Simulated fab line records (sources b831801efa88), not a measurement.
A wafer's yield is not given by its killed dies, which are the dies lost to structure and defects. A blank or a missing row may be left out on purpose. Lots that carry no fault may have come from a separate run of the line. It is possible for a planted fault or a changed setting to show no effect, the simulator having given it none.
Matching of chambers | flow sfqLine | cmp-02 running SFQ_TRILAYER_I6_CMP_CMP_166: 4 sister chambers
The step polishes SiO2. 4 wafers are shown with their chamber, then 7 later ones without.

WAFERS, EACH WITH ITS CHAMBER
wafer  | chamber | motorCurrentA (A)
L117.3 | 1       | 12.4
L121.1 | 2       | 9.4
L121.6 | 0       | 10.1
L131.5 | 3       | 12.2

WAFERS WITHOUT THEIR CHAMBER
wafer  | motorCurrentA (A)
L131.6 | 9.5
L133.1 | 9.7
L133.4 | 11.8
L133.6 | 12.0
L137.2 | 12.3
L137.4 | 12.5
L137.5 | 9.5

WHICH CHAMBER EACH ONE RAN IN
wafer  | from the rows above     | in truth
L131.6 | 2                       | 2
L133.1 | can't be placed: 2 or 0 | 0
L133.4 | can't be placed: 3 or 1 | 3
L133.6 | can't be placed: 3 or 1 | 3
L137.2 | can't be placed: 1 or 3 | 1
L137.4 | can't be placed: 1 or 3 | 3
L137.5 | 2                       | 2
Correctly placed: 2 of 7. These rows do not allow placing 5 (true chamber among the candidates in 5). 0 placed wrongly.
How it was worked out, from the rows above alone: a wafer's distance from a chamber is the root of the sum, over the readings, of the square of ((its reading less the chamber's mean) divided by the reading's scatter). If the next closest chamber is less than 2 further off than the closest, the wafer can't be placed; otherwise it belongs to the closest. The mean given for a chamber averages the wafers shown for that chamber. The scatter: with one shown wafer a chamber, the root of the mean of the squares of how far each hidden wafer lies from its nearest shown one.
